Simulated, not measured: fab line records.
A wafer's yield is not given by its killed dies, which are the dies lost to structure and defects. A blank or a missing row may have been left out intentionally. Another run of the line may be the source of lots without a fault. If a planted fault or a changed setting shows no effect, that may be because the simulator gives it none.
A lot that was struck, set against a sound lot :: flow sky130 :: 15 out of 708 route steps
Sound: wafers L935.1, L935.2, L935.5. Struck: wafers L925.1, L925.2, L925.4. Last of all comes the cause.
For every step that has rows: the tool of each side, followed by ch and its chambers, followed by its first start. Under that, the readings that differ: sound wafers :: struck wafers :: difference of the means :: sigmas: that difference in standard deviations of wafers without a fault.
alike: readings whose means differ by less than 2 such deviations, and words and numbers that are the same on both sides. not compared: withheld readings, readings that some wafer has no value for, bounds like >300 that may hide the same value, and numbers for which the record gives no deviation and whose values overlap.
Wherever a step has rows on one side only, a row that says differs or no value, or a row with sigmas, the two part there. Numbers that have no deviation but don't overlap get no sigmas and don't part them. A reading missing from all wafers of one side parts the sides only when that side holds two or more wafers.

SKY_VIA3_STRIP_16: strips in O2/N2.
  sound on plasma_asher-01 ch 0,1, day 45 13:11; struck on plasma_asher-01 ch 0,1, day 43 09:06
  alike: drypump_motor_current_A, oes_product_au, strip_time_to_endpoint_s
  not compared: rf_hours_counter_h
then, 3 steps without rows for these wafers: SKY_VIA3_STRIP_17 (strips in post etch residue remover, time 1200 s); SKY_VIA3_CLEAN_18 (cleans in IPA, time 180 s); SKY_VIA3_CLEAN_19 (cleans in O3/DIW).
SKY_VIA3_SPUTTER_20: material TiN, target thk 20 nm, time 80 s.
  struck on pvd_sputter-03, day 43 09:44; sound on pvd_sputter-02, day 45 13:46
reading: throttle_valve_pct (%)
sound: 31.4 31.1 30.4
struck: 28.8 28.8 28.6
difference: -2.2
sigmas: -2
SKY_VIA3_CVD_21: deposits W, target thk 390 nm, time 117.31 s.
  sound on cvd_w-02 ch 0,1, day 45 13:50; struck on cvd_w-02 ch 0,1, day 43 09:47
  alike: heater_power_w
SKY_VIA3_RS_MEAS_22: uses a four-point probe to measure.
  struck on film_metro-02, day 43 09:55; sound on film_metro-04, day 45 13:58
  alike: VIA3_W_RS
SKY_VIA3_THK_MEAS_23: measures by xrf.
  struck on film_metro-02, day 43 10:02; sound on film_metro-04, day 45 14:05
  alike: VIA3_W_THK
then, 1 step without rows for these wafers: SKY_VIA3_CMP_24 (polishes, stops on SiO2, t overpolish 20 s, target thk 0 nm).
SKY_METAL4_SPUTTER_00: material Ti, target thk 15 nm, time 10 s.
  struck on pvd_sputter-01, day 43 10:24; sound on pvd_sputter-03, day 45 14:28
  alike: throttle_valve_pct
SKY_METAL4_SPUTTER_01: material TiN, target thk 20 nm, time 16.7 s.
  struck on pvd_sputter-01, day 43 10:25; sound on pvd_sputter-03, day 45 14:29
  alike: throttle_valve_pct
then, 1 step without rows for these wafers: SKY_METAL4_SPUTTER_02 (material AlCu, target thk 735 nm, time 39.1 s).
SKY_METAL4_SPUTTER_03: material Ti, target thk 5 nm, time 3.3 s.
  struck on pvd_sputter-01, day 43 10:29; sound on pvd_sputter-03, day 45 14:33
reading: model.Ti_of_METAL4_SPUTTER_03.thk_nm (nm)
sound: 5.067 5.04 5
struck: 9.766 9.75 9.531
difference: +4.647
sigmas: 
  alike: throttle_valve_pct
then, 1 step without rows for these wafers: SKY_METAL4_SPUTTER_04 (material TiN, target thk 70 nm, time 58.3 s).
-- the record jumps here: 5 days lie between the struck wafers' starts before and after (it left off in module METAL4 and takes up again in module PAD_OPEN, whose first step shown is number 708 of the route) --
SKY_PAD_OPEN_PROBE_99:
  rows exist in the record for the struck wafers here (prober-01, day 48 18:23), but not for the sound ones

WHERE THEY PART
Earliest at SKY_VIA3_SPUTTER_20; latest, in this record, at SKY_PAD_OPEN_PROBE_99.

WHY: what had been put in by the simulator
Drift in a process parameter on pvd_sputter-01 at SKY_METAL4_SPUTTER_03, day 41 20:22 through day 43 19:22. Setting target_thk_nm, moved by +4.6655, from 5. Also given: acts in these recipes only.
